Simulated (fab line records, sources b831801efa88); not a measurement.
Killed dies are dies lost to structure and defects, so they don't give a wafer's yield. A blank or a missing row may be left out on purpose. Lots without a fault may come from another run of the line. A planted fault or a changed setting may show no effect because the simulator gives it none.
fab line records | flow sky130
record lots=24 wafers=72 last_day=50
route steps=708 shown LDD_P@262 POLY_CUT@317 METAL3@568 VIA4@656 METAL5@663 PASSIVATION@681
lots that met no fault: from a run of the same line without faults
start_h: hours from the record's first day to the start of the lot's first wafer shown | wait_h: hours since the lot's step before | " the same as in the row above | L1.1+2: a row that stands for several wafers | - no value, or no start given | * or withheld: withheld | < > ~ a bound
route shown NAME@n: a module of which the file shows steps, and the number in the route of the first | usual: mean/standard deviation of fault-free wafers | same: alike in all rows | chamber/n: place in a boat | sites: the reading at each site | _std_site: their standard deviation | _edge_site: outer sites' mean less inner sites' | radius_mm: how far each site lies from the wafer's centre | mask NAME#n: copy n | behind: the tool/chamber that last shaped the wafer | hold: why the lot was held/for how many hours/how that ended | device: the transistor (n, p or np) that didn't switch | end of line: the same wafers' tests at the end of the route | a step without rows: its recipe alone | killed: dies lost to structure and defects at the first sort, not the wafer's yield | map: a wafer's dies, x killed, . not, _ none there
set.NAME: the setting as run; set.NAME@STEP: as run at that earlier step | model.NAME: the simulator's own value behind a step, which no gauge read
steps of the route over a sample of lots; a table a step, a row a wafer
services: from which hour (start_h, from the record's first day; less than 0 if before it) a tool's chamber was out of use, for how many hours, and why
## steps
# step SKY_LDD_P_CD_MEAS_07
# recipe target_cd_nm=380
# usual cd_nm=380.6/2.3
# columns lot.wafer tool chamber start_h wait_h cd_nm
L074.3 cd_sem-01 - 451.70 0.1 377.4
L074.4 " - " " 378.9
L074.6 " - " " 376.5
L076.1 cd_sem-01 - 461.23 0.1 383.3
L076.2 " - " " 383.6
L076.3 " - " " 385.6
L075.1 cd_sem-01 - 461.53 0.1 379.7
L075.3 " - " " 377.6
L075.5 " - " " 380.3
L077.3 cd_sem-02 - 465.92 0.1 378.6
L077.4 " - " " 377.0
L077.5 " - " " 377.2
L078.2 cd_sem-02 - 473.31 0.1 381.8
L078.4 " - " " 384.1
L078.6 " - " " 382.5
L079.3 cd_sem-01 - 479.23 0.1 378.8
L079.5 " - " " 379.9
L079.6 " - " " 379.0
L081.2 cd_sem-01 - 498.36 0.1 376.9
L081.3 " - " " 382.2
L081.6 " - " " 379.0
L080.3 cd_sem-01 - 499.50 0.1 379.8
L080.4 " - " " 379.8
L080.6 " - " " 379.3
L082.2 cd_sem-02 - 500.75 0.1 383.2
L082.5 " - " " 382.9
L082.6 " - " " 384.2
L083.1 cd_sem-02 - 512.33 0.1 379.8
L083.3 " - " " 380.7
L083.4 " - " " 379.8
L084.4 cd_sem-02 - 526.60 0.1 382.5
L084.5 " - " " 383.3
L084.6 " - " " 384.5
L085.1 cd_sem-02 - 534.51 0.1 380.4
L085.2 " - " " 378.8
L085.3 " - " " 378.5
L086.1 cd_sem-02 - 536.61 0.1 378.6
L086.3 " - " " 379.6
L086.5 " - " " 376.6
L087.3 cd_sem-02 - 546.48 0.1 378.5
L087.4 " - " " 380.1
L087.6 " - " " 378.4
L088.2 cd_sem-02 - 554.75 0.2 379.2
L088.3 " - " " 378.1
L088.5 " - " " 378.1
L089.2 cd_sem-02 - 560.11 0.1 383.2
L089.3 " - " " 381.8
L089.4 " - " " 382.6
L090.1 cd_sem-02 - 569.79 0.1 382.4
L090.3 " - " " 380.3
L090.5 " - " " 378.7
L091.2 cd_sem-02 - 574.11 0.1 378.9
L091.5 " - " " 380.7
L091.6 " - " " 381.6
L092.2 cd_sem-01 - 590.08 0.1 380.0
L092.5 " - " " 379.7
L092.6 " - " " 382.1
L093.2 cd_sem-01 - 593.60 0.1 380.8
L093.3 " - " " 381.6
L093.6 " - " " 379.4
L094.2 cd_sem-02 - 605.33 0.1 377.9
L094.3 " - " " 379.7
L094.4 " - " " 377.3
L095.2 cd_sem-02 - 613.88 0.1 381.0
L095.5 " - " " 381.6
L095.6 " - " " 380.2
L096.4 cd_sem-02 - 617.77 0.1 383.8
L096.5 " - " " 381.5
L096.6 " - " " 383.1
L097.1 cd_sem-02 - 624.01 0.1 380.6
L097.3 " - " " 384.6
L097.6 " - " " 380.7
# step SKY_POLY_CUT_ETCH_10
# recipe chemistry=N2/H2 target=BARC ion_energy_ev=200 source_w=500 bias_w=100 pressure_mtorr=30 n2_flow_sccm=100 h2_flow_sccm=200 stop_on=SiO2 time_s=45.9 target_depth_a=600
# usual drypump_motor_current_A=5.6/0.48 oes_product_au=0.854/0.0047 rf_fwd_power_W=495.0/2.2 throttle_valve_pct=13.225/0.0098
# columns lot.wafer tool chamber start_h wait_h drypump_motor_current_A oes_product_au rf_fwd_power_W rf_hours_counter_h throttle_valve_pct
L074.3 rie_diel-04 1 574.43 0.0 5.5 0.854 497.6 8 13.231
L074.4 " 0 " " 5.8 0.858 497.5 59 13.229
L074.6 " 0 " " 5.8 0.861 496.9 - 13.234
L076.1 rie_diel-04 1 584.00 0.0 5.5 0.851 493.7 8 13.224
L076.2 " 3 " " 4.9 0.858 493.8 30 13.217
L076.3 " 2 " " 6.2 0.850 493.2 6 13.225
L075.1 rie_diel-01 0 585.26 0.0 5.0 0.853 491.7 7 13.241
L075.3 " 2 " " 5.9 0.860 493.5 70 13.239
L075.5 " 0 " " 5.0 0.856 491.8 - 13.238
L077.3 rie_diel-04 0 589.91 0.0 5.8 0.853 496.4 59 13.236
L077.4 " 3 " " 4.9 0.855 495.3 30 13.218
L077.5 " 1 " " 5.5 0.861 499.4 - 13.222
L078.2 rie_diel-04 0 595.71 0.0 5.8 0.851 495.6 59 13.242
L078.4 " 1 " " 5.5 0.845 495.7 9 13.224
L078.6 " 2 " " 6.2 0.851 491.7 - 13.230
L079.3 rie_diel-04 0 599.93 0.0 5.8 0.855 496.9 59 13.220
L079.5 " 1 " " 5.5 0.850 498.1 - 13.219
L079.6 " 0 " " 5.8 0.844 498.3 - 13.211
L081.2 rie_diel-03 1 619.58 0.0 4.9 0.857 496.4 1 13.225
L081.3 " 0 " " 5.8 0.857 492.9 2 13.205
L081.6 " 0 " " 5.8 0.847 494.5 - 13.220
L080.3 rie_diel-04 2 621.26 0.0 6.2 0.847 491.4 7 13.237
L080.4 " 0 " " 5.8 0.848 496.0 60 13.233
L080.6 " 3 " " 4.9 0.858 496.3 - 13.221
L082.2 rie_diel-04 3 622.57 0.0 4.9 0.853 494.6 31 13.217
L082.5 " 3 " " 4.9 0.858 496.3 - 13.216
L082.6 " 2 " " 6.2 0.851 492.2 - 13.200
L083.1 rie_diel-04 1 634.76 0.0 5.6 0.861 495.1 9 13.228
L083.3 " 0 " " 5.8 0.858 497.5 60 13.227
L083.4 " 3 " " 4.9 0.848 496.3 31 13.224
L084.4 rie_diel-01 0 645.71 0.0 5.0 0.849 492.8 9 13.219
L084.5 " 2 " " 5.9 0.846 496.7 - 13.217
L084.6 " 3 " " 6.2 0.847 498.2 - 13.229
L085.1 rie_diel-04 3 653.60 0.0 4.9 0.861 495.1 32 13.241
L085.2 " 2 " " 6.2 0.859 492.8 7 13.223
L085.3 " 1 " " 5.5 0.861 495.4 10 13.223
L086.1 rie_diel-04 0 656.83 0.0 5.8 0.854 496.3 61 13.246
L086.3 " 1 " " 5.5 0.847 496.6 10 13.213
L086.5 " 3 " " 4.9 0.864 492.1 - 13.228
L087.3 rie_diel-01 2 665.58 0.0 5.9 0.856 498.2 1 13.232
L087.4 " 0 " " 5.0 0.858 492.0 9 13.208
L087.6 " 1 " " 5.4 0.849 498.7 - 13.214
L088.2 rie_diel-01 1 673.28 0.0 5.4 0.852 496.3 6 13.217
L088.3 " 2 " " 5.9 0.858 496.6 1 13.222
L088.5 " 2 " " 5.9 0.852 495.5 - 13.214
L089.2 rie_diel-04 3 678.50 0.0 4.9 0.857 495.7 32 13.229
L089.3 " 1 " " 5.5 0.854 497.2 10 13.221
L089.4 " 2 " " 6.2 0.848 492.3 - 13.217
L090.1 rie_diel-03 2 688.16 0.0 5.9 0.856 494.0 8 13.213
L090.3 " 0 " " 5.8 0.853 495.6 4 13.218
L090.5 " 0 " " 5.8 0.852 496.0 - 13.243
L091.2 rie_diel-01 1 693.16 0.0 5.4 0.855 494.7 6 13.213
L091.5 " 2 " " 6.0 0.856 496.3 - 13.207
L091.6 " 1 " " 5.4 0.852 498.1 - 13.220
L092.2 rie_diel-03 2 709.86 0.0 5.9 0.852 496.5 9 13.220
L092.5 " 2 " " 5.9 0.861 496.3 - 13.226
L092.6 " 3 " " 5.3 0.850 495.1 - 13.234
L093.2 rie_diel-04 3 712.00 0.0 4.9 0.856 494.7 33 13.219
L093.3 " 2 " " 6.2 0.851 492.1 9 13.223
L093.6 " 3 " " 4.9 0.852 495.1 - 13.212
L094.2 rie_diel-04 0 723.14 0.0 5.8 0.856 496.6 1 13.228
L094.3 " 2 " " 6.3 0.859 495.3 9 13.234
L094.4 " 1 " " 5.5 0.857 495.4 12 13.227
L095.2 rie_diel-04 1 729.71 0.0 5.5 0.854 493.7 12 13.225
L095.5 " 2 " " 6.2 0.856 490.3 - 13.210
L095.6 " 3 " " 4.9 0.852 493.3 - 13.211
L096.4 rie_diel-04 2 734.90 0.0 6.2 0.851 493.1 10 13.235
L096.5 " 3 " " 4.9 0.852 491.5 - 13.214
L096.6 " 0 " " 5.8 0.859 492.8 - 13.230
L097.1 rie_diel-04 1 740.14 0.0 5.5 0.850 496.0 12 13.245
L097.3 " 3 " " 4.9 0.858 493.5 34 13.237
L097.6 " 0 " " 5.8 0.860 498.2 - 13.230
# step SKY_METAL3_METAL_ETCH_18
# recipe target_depth_a=8450 stop_on=SiO2 over_etch_frac=0.3 time_s=183.1 chemistry=Cl2/BCl3 resist_sidewall_deg=88 pressure_mtorr=10 icp_w=900 bias_w=48.5 Cl2_flow_sccm=60 bcl3_flow_sccm=30
# usual drypump_motor_current_A=5.5/0.59 he_backside_leak_sccm=3.4/0.42 mfc_cl2_sccm=59.99/0.19 oes_product_au=0.867/0.0068 rf_fwd_power_W=896.7/2.7 throttle_valve_pct=22.264/0.0095
# columns lot.wafer tool chamber start_h wait_h drypump_motor_current_A he_backside_leak_sccm mfc_cl2_sccm oes_product_au rf_fwd_power_W rf_hours_counter_h throttle_valve_pct
L074.3 rie_metal-03 1 916.91 0.1 6.5 3.5 60.05 0.874 893.6 - 22.269
L074.4 " 0 " " 5.6 3.2 59.84 0.864 898.0 - 22.259
L074.6 " 0 " " 5.6 3.3 59.60 0.872 898.3 - 22.272
L076.1 rie_metal-04 0 923.09 0.0 4.7 3.2 60.17 0.878 901.7 4 22.274
L076.2 " 1 " " 5.2 3.5 59.79 0.874 898.6 13 22.271
L076.3 " 0 " " 4.7 3.0 60.12 0.875 899.2 - 22.258
L075.1 rie_metal-03 1 925.25 0.0 6.5 3.4 60.02 0.862 894.6 16 22.264
L075.3 " 1 " " 6.5 3.5 60.38 0.865 896.0 - 22.251
L075.5 " 1 " " 6.5 3.5 60.16 0.863 897.4 - 22.269
L077.3 rie_metal-03 0 928.61 0.1 5.6 3.2 60.15 0.869 890.8 - 22.274
L077.4 " 1 " " 6.5 3.6 60.22 0.878 895.7 - 22.272
L077.5 " 1 " " 6.5 3.6 59.85 0.869 895.6 - 22.271
L078.2 rie_metal-02 0 933.40 0.0 5.2 3.4 59.87 0.874 898.9 15 22.250
L078.4 " 1 " " 5.9 3.3 60.18 0.868 896.5 - 22.252
L078.6 " 1 " " 6.0 3.3 60.09 0.873 897.3 - 22.245
L079.3 rie_metal-03 1 938.72 0.1 6.5 3.5 59.95 0.858 895.7 - 22.277
L079.5 " 0 " " 5.6 3.2 59.84 0.871 893.1 - 22.267
L079.6 " 1 " " 6.5 3.3 60.14 0.859 901.6 - 22.255
L081.2 rie_metal-02 1 951.75 0.0 6.0 3.3 59.90 0.877 899.5 15 22.254
L081.3 " 0 " " 5.2 3.4 60.06 0.862 896.2 - 22.252
L081.6 " 0 " " 5.2 3.6 60.05 0.870 902.4 - 22.281
L080.3 rie_metal-02 1 957.27 0.1 6.0 3.4 60.08 0.859 892.3 - 22.261
L080.4 " 0 " " 5.2 3.5 59.89 0.857 897.0 - 22.270
L080.6 " 0 " " 5.2 3.4 59.76 0.857 893.6 - 22.256
L082.2 rie_metal-03 0 957.79 0.0 5.6 3.1 59.97 0.867 899.6 5 22.256
L082.5 " 0 " " 5.6 3.1 60.19 0.856 897.3 - 22.279
L082.6 " 1 " " 6.6 3.5 60.36 0.858 898.0 - 22.275
L083.1 rie_metal-04 0 967.82 0.0 4.7 3.2 60.08 0.862 902.2 6 22.254
L083.3 " 1 " " 5.2 3.5 60.40 0.866 900.0 - 22.266
L083.4 " 0 " " 4.7 3.2 60.01 0.874 895.7 - 22.256
L084.4 rie_metal-03 0 976.17 0.1 5.6 3.3 60.14 0.855 898.8 - 22.254
L084.5 " 1 " " 6.5 3.4 59.62 0.865 896.8 - 22.269
L084.6 " 0 " " 5.6 3.2 59.79 0.864 896.3 - 22.275
L085.1 rie_metal-04 0 984.92 0.0 4.7 3.0 60.10 0.866 894.7 7 22.260
L085.2 " 1 " " 5.2 3.5 60.23 0.863 893.8 16 22.254
L085.3 " 0 " " 4.7 3.1 59.97 0.870 896.0 - 22.273
L086.1 rie_metal-04 1 987.05 0.0 5.2 3.5 59.88 0.855 894.2 16 22.273
L086.3 " 0 " " 4.7 3.1 60.11 0.867 895.8 - 22.256
L086.5 " 1 " " 5.2 3.5 60.04 0.860 897.5 - 22.274
L087.3 rie_metal-02 1 992.01 0.1 6.0 3.4 60.05 0.867 900.9 - 22.261
L087.4 " 0 " " 5.2 3.5 60.26 0.857 893.8 - 22.265
L087.6 " 0 " " 5.1 3.5 60.19 0.860 899.6 - 22.257
L088.2 rie_metal-04 1 996.99 0.0 5.2 3.4 59.99 0.867 898.1 17 22.243
L088.3 " 0 " " 4.7 2.9 59.83 0.875 898.2 - 22.264
L088.5 " 0 " " 4.7 3.1 60.09 0.871 900.5 - 22.270
L089.2 rie_metal-02 0 1004.00 0.0 5.2 3.7 60.04 0.870 894.0 19 22.272
L089.3 " 1 " " 6.0 3.4 59.79 0.879 897.1 - 22.278
L089.4 " 0 " " 5.2 3.7 59.98 0.873 896.2 - 22.273
L090.1 rie_metal-02 0 1014.72 0.0 5.2 3.5 60.41 0.876 893.3 19 22.272
L090.3 " 0 " " 5.2 3.6 60.19 0.866 895.5 - 22.263
L090.5 " 1 " " 6.0 3.5 60.18 0.867 893.4 - 22.273
L091.2 rie_metal-02 0 1015.45 0.0 5.2 3.5 60.19 0.865 898.6 20 22.270
L091.5 " 0 " " 5.2 3.4 60.30 0.874 898.1 - 22.274
L091.6 " 1 " " 6.0 3.3 59.81 0.873 892.8 - 22.251
L092.2 rie_metal-04 0 1028.05 0.0 4.7 3.0 59.97 0.856 900.7 10 22.268
L092.5 " 0 " " 4.7 3.1 59.99 0.879 902.2 - 22.255
L092.6 " 1 " " 5.2 3.5 60.13 0.863 898.6 - 22.260
L093.2 rie_metal-04 0 1029.42 0.0 4.7 3.0 59.88 0.866 892.6 10 22.272
L093.3 " 0 " " 4.7 3.1 59.79 0.866 893.3 - 22.249
L093.6 " 1 " " 5.2 3.5 59.60 0.864 897.0 - 22.261
L094.2 rie_metal-02 1 1040.00 0.0 6.0 3.4 59.93 0.864 900.4 20 22.280
L094.3 " 0 " " 5.2 3.9 59.72 0.866 893.4 - 22.271
L094.4 " 1 " " 6.0 3.6 59.77 0.874 894.2 - 22.256
L095.2 rie_metal-03 1 1045.85 0.0 6.5 3.3 60.35 0.867 899.1 22 22.268
L095.5 " 1 " " 6.5 3.4 60.33 0.863 900.1 - 22.270
L095.6 " 0 " " 5.7 3.2 60.17 0.864 898.7 - 22.254
L096.4 rie_metal-02 0 1048.23 0.1 5.2 3.2 59.97 0.857 894.5 - 22.283
L096.5 " 1 " " 6.0 3.4 59.77 0.858 898.1 - 22.260
L096.6 " 0 " " 5.2 3.4 59.90 0.858 890.9 - 22.249
L097.1 rie_metal-04 1 1053.95 0.0 5.2 3.6 59.82 0.863 901.6 20 22.271
L097.3 " 0 " " 4.7 3.2 59.77 0.873 896.5 - 22.275
L097.6 " 1 " " 5.2 3.5 59.71 0.854 898.2 - 22.251
# step SKY_VIA4_SPUTTER_17
# recipe material=TiN target_thk_nm=20 chamber_pressure_pa=5 power_w=4000 time_s=80
# usual throttle_valve_pct=30.1/1
# columns lot.wafer tool chamber start_h wait_h throttle_valve_pct
L074.3 pvd_sputter-04 - 1021.01 0.0 30.1
L074.4 " - " " 30.6
L074.6 " - " " 30.8
L076.1 pvd_sputter-02 - 1024.92 0.0 28.7
L076.2 " - " " 31.2
L076.3 " - " " 29.9
L075.1 pvd_sputter-02 - 1027.17 0.0 29.9
L075.3 " - " " 31.1
L075.5 " - " " 31.1
L077.3 pvd_sputter-02 - 1029.53 0.0 29.7
L077.4 " - " " 30.9
L077.5 " - " " 30.9
L078.2 pvd_sputter-02 - 1034.61 0.0 30.7
L078.4 " - " " 29.8
L078.6 " - " " 31.1
L079.3 pvd_sputter-04 - 1039.16 0.0 29.7
L079.5 " - " " 31.0
L079.6 " - " " 29.3
L081.2 pvd_sputter-02 - 1051.29 0.0 28.6
L081.3 " - " " 30.0
L081.6 " - " " 31.0
L080.3 pvd_sputter-01 - 1055.47 0.0 29.6
L080.4 " - " " 30.2
L080.6 " - " " 28.2
L082.2 pvd_sputter-04 - 1057.45 0.0 30.6
L082.5 " - " " 30.4
L082.6 " - " " 30.7
L083.1 pvd_sputter-01 - 1066.02 0.0 30.4
L083.3 " - " " 29.8
L083.4 " - " " 32.1
L084.4 pvd_sputter-02 - 1073.86 0.0 30.9
L084.5 " - " " 30.2
L084.6 " - " " 28.5
L085.1 pvd_sputter-02 - 1081.41 0.0 31.2
L085.2 " - " " 29.7
L085.3 " - " " 28.4
L086.1 pvd_sputter-04 - 1082.83 0.0 30.8
L086.3 " - " " 29.2
L086.5 " - " " 29.3
L087.3 pvd_sputter-02 - 1087.00 0.0 31.0
L087.4 " - " " 31.0
L087.6 " - " " 30.7
L088.2 pvd_sputter-01 - 1091.94 0.0 32.0
L088.3 " - " " 29.5
L088.5 " - " " 29.5
L089.2 pvd_sputter-02 - 1097.73 0.0 30.9
L089.3 " - " " 30.0
L089.4 " - " " 31.0
L090.1 pvd_sputter-04 - 1106.67 0.0 29.9
L090.3 " - " " 30.7
L090.5 " - " " 30.9
L091.2 pvd_sputter-01 - 1106.92 0.0 30.2
L091.5 " - " " 30.2
L091.6 " - " " 29.4
L092.2 pvd_sputter-02 - 1119.15 0.0 31.0
L092.5 " - " " 31.1
L092.6 " - " " 28.6
L093.2 pvd_sputter-04 - 1121.99 0.0 29.7
L093.3 " - " " 30.7
L093.6 " - " " 30.8
L094.2 pvd_sputter-01 - 1130.28 0.0 30.3
L094.3 " - " " 29.5
L094.4 " - " " 32.2
L095.2 pvd_sputter-02 - 1133.73 0.0 31.1
L095.5 " - " " 29.9
L095.6 " - " " 28.5
L096.4 pvd_sputter-04 - 1136.24 0.0 30.7
L096.5 " - " " 31.0
L096.6 " - " " 30.9
L097.1 pvd_sputter-02 - 1140.84 0.0 30.9
L097.3 " - " " 29.7
L097.6 " - " " 30.0
# step SKY_METAL5_SPUTTER_02
# recipe material=AlCu target_thk_nm=1150 power_w=10600 time_s=61.2 chamber_pressure_pa=0.4
# usual throttle_valve_pct=30.2/1.2
# columns lot.wafer tool chamber start_h wait_h throttle_valve_pct
L074.3 pvd_sputter-04 - 1021.75 0.0 29.3
L074.4 " - " " 30.7
L074.6 " - " " 29.3
L076.1 pvd_sputter-04 - 1025.66 0.0 29.3
L076.2 " - " " 30.6
L076.3 " - " " 30.9
L075.1 pvd_sputter-03 - 1027.91 0.0 28.9
L075.3 " - " " 31.3
L075.5 " - " " 29.0
L077.3 pvd_sputter-01 - 1030.27 0.0 28.3
L077.4 " - " " 29.5
L077.5 " - " " 30.1
L078.2 pvd_sputter-01 - 1035.36 0.0 28.6
L078.4 " - " " 32.0
L078.6 " - " " 32.2
L079.3 pvd_sputter-03 - 1039.90 0.0 28.7
L079.5 " - " " 29.2
L079.6 " - " " 32.2
L081.2 pvd_sputter-04 - 1052.03 0.0 30.8
L081.3 " - " " 29.4
L081.6 " - " " 30.9
L080.3 pvd_sputter-04 - 1056.21 0.0 29.9
L080.4 " - " " 29.2
L080.6 " - " " 30.7
L082.2 pvd_sputter-03 - 1058.19 0.0 28.5
L082.5 " - " " 28.9
L082.6 " - " " 31.6
L083.1 pvd_sputter-04 - 1066.76 0.0 30.6
L083.3 " - " " 29.6
L083.4 " - " " 29.4
L084.4 pvd_sputter-01 - 1074.61 0.0 29.6
L084.5 " - " " 29.5
L084.6 " - " " 32.1
L085.1 pvd_sputter-01 - 1082.15 0.0 32.0
L085.2 " - " " 28.6
L085.3 " - " " 29.5
L086.1 pvd_sputter-01 - 1083.57 0.0 30.3
L086.3 " - " " 29.5
L086.5 " - " " 31.8
L087.3 pvd_sputter-04 - 1087.74 0.0 30.1
L087.4 " - " " 30.8
L087.6 " - " " 29.0
L088.2 pvd_sputter-03 - 1092.83 0.0 32.0
L088.3 " - " " 29.3
L088.5 " - " " 28.8
L089.2 pvd_sputter-04 - 1098.47 0.0 30.6
L089.3 " - " " 30.6
L089.4 " - " " 30.1
L090.1 pvd_sputter-01 - 1108.17 0.0 29.5
L090.3 " - " " 30.3
L090.5 " - " " 29.5
L091.2 pvd_sputter-01 - 1108.77 0.0 30.2
L091.5 " - " " 28.3
L091.6 " - " " 32.1
L092.2 pvd_sputter-04 - 1119.89 0.0 30.7
L092.5 " - " " 30.5
L092.6 " - " " 29.7
L093.2 pvd_sputter-04 - 1122.73 0.0 30.7
L093.3 " - " " 30.8
L093.6 " - " " 29.5
L094.2 pvd_sputter-01 - 1131.02 0.0 28.3
L094.3 " - " " 30.2
L094.4 " - " " 32.0
L095.2 pvd_sputter-04 - 1134.59 0.0 30.7
L095.5 " - " " 30.9
L095.6 " - " " 30.7
L096.4 pvd_sputter-03 - 1136.98 0.0 29.0
L096.5 " - " " 31.3
L096.6 " - " " 28.6
L097.1 pvd_sputter-01 - 1141.58 0.0 28.2
L097.3 " - " " 29.5
L097.6 " - " " 31.8
# step SKY_PASSIVATION_CVD_00
# recipe material=SiO2 target_thk_nm=90 temp_c=400 time_s=withheld rf_w=600
# usual heater_power_w=671/64 rf_fwd_power_W=586.7/2.6
# columns lot.wafer tool chamber start_h wait_h heater_power_w rf_fwd_power_W
L074.3 pecvd-04 0 1044.80 0.0 647 585.5
L074.4 " 0 " " 648 587.7
L074.6 " 1 " " 653 589.0
L076.1 pecvd-04 2 1049.28 0.0 671 586.4
L076.2 " 0 " " 652 585.9
L076.3 " 1 " " 636 587.3
L075.1 pecvd-01 2 1051.33 0.0 741 587.9
L075.3 " 0 " " 621 585.8
L075.5 " 2 " " 743 585.7
L077.3 pecvd-02 1 1053.31 0.0 497 584.2
L077.4 " 1 " " 513 585.3
L077.5 " 0 " " 564 584.7
L078.2 pecvd-02 1 1058.18 0.0 585 586.4
L078.4 " 2 " " 801 590.8
L078.6 " 0 " " 728 585.8
L079.3 pecvd-04 1 1063.01 0.0 755 586.6
L079.5 " 1 " " 756 587.0
L079.6 " 0 " " 690 586.4
L081.2 pecvd-01 2 1074.98 0.0 650 587.7
L081.3 " 0 " " 678 583.3
L081.6 " 1 " " 646 589.0
L080.3 pecvd-01 1 1078.86 0.0 648 589.9
L080.4 " 2 " " 753 587.2
L080.6 " 1 " " 662 593.0
L082.2 pecvd-04 1 1079.88 0.0 594 588.0
L082.5 " 2 " " 664 585.2
L082.6 " 0 " " 659 586.3
L083.1 pecvd-02 0 1088.79 0.0 603 584.1
L083.3 " 2 " " 775 591.4
L083.4 " 2 " " 782 595.0
L084.4 pecvd-01 2 1097.53 0.0 718 585.1
L084.5 " 1 " " 646 590.3
L084.6 " 0 " " 657 584.7
L085.1 pecvd-02 1 1104.13 0.0 517 585.4
L085.2 " 0 " " 622 581.0
L085.3 " 2 " " 826 593.9
L086.1 pecvd-04 0 1105.74 0.0 663 584.8
L086.3 " 2 " " 648 584.5
L086.5 " 1 " " 716 585.3
L087.3 pecvd-04 1 1109.30 0.0 755 587.0
L087.4 " 0 " " 580 582.4
L087.6 " 1 " " 748 586.6
L088.2 pecvd-04 2 1114.16 0.0 665 584.2
L088.3 " 2 " " 650 589.8
L088.5 " 2 " " 666 586.9
L089.2 pecvd-04 1 1119.20 0.0 733 586.1
L089.3 " 0 " " 705 582.2
L089.4 " 2 " " 571 585.2
L090.1 pecvd-01 1 1128.34 0.0 672 591.3
L090.3 " 0 " " 714 586.3
L090.5 " 0 " " 564 588.2
L091.2 pecvd-04 1 1129.44 0.0 695 583.4
L091.5 " 0 " " 706 584.4
L091.6 " 1 " " 702 587.0
L092.2 pecvd-02 0 1140.45 0.0 642 586.9
L092.5 " 1 " " 607 588.3
L092.6 " 0 " " 646 584.9
L093.2 pecvd-04 1 1141.83 0.0 754 588.7
L093.3 " 2 " " 687 584.9
L093.6 " 1 " " 735 589.3
L094.2 pecvd-01 1 1150.59 0.0 709 588.6
L094.3 " 0 " " 675 584.7
L094.4 " 0 " " 685 583.0
L095.2 pecvd-01 1 1153.78 0.0 744 588.4
L095.5 " 0 " " 684 584.6
L095.6 " 2 " " 719 586.5
L096.4 pecvd-04 0 1156.09 0.0 692 585.9
L096.5 " 2 " " 573 588.0
L096.6 " 1 " " 717 589.5
L097.1 pecvd-01 2 1160.25 0.0 795 587.6
L097.3 " 0 " " 680 585.7
L097.6 " 0 " " 691 586.0
## services
# columns tool chamber start_h hours kind
rie_diel-04 1 553.12 9.9 repair
rie_diel-04 - 563.53 1.1 repair
pvd_sputter-01 - 569.16 7.2 repair
rie_diel-04 0 709.65 5.2 repair
pvd_sputter-04 - 718.25 4.7 repair
rie_diel-04 3 745.40 1.2 repair
rie_diel-04 - 747.67 2.8 pm
pvd_sputter-01 - 809.19 6.6 repair
pvd_sputter-04 - 879.10 2.1 repair
rie_diel-04 1 882.73 1.8 repair
rie_diel-04 - 891.03 0.4 repair
rie_diel-04 3 923.91 3.2 repair
pvd_sputter-01 - 924.37 6.0 repair
rie_diel-04 - 938.56 2.6 repair
pvd_sputter-01 - 941.47 0.8 repair
rie_diel-04 1 973.76 4.8 repair
rie_diel-04 2 989.84 5.2 repair
pvd_sputter-01 - 1025.49 2.4 repair
pvd_sputter-04 - 1078.30 4.2 repair
pvd_sputter-01 - 1119.03 1.7 repair
rie_diel-04 3 1133.27 14.8 repair
rie_diel-04 0 1137.59 6.0 repair
rie_diel-04 2 1145.23 1.7 repair
pvd_sputter-04 - 1157.26 1.9 repair
## key
fault none
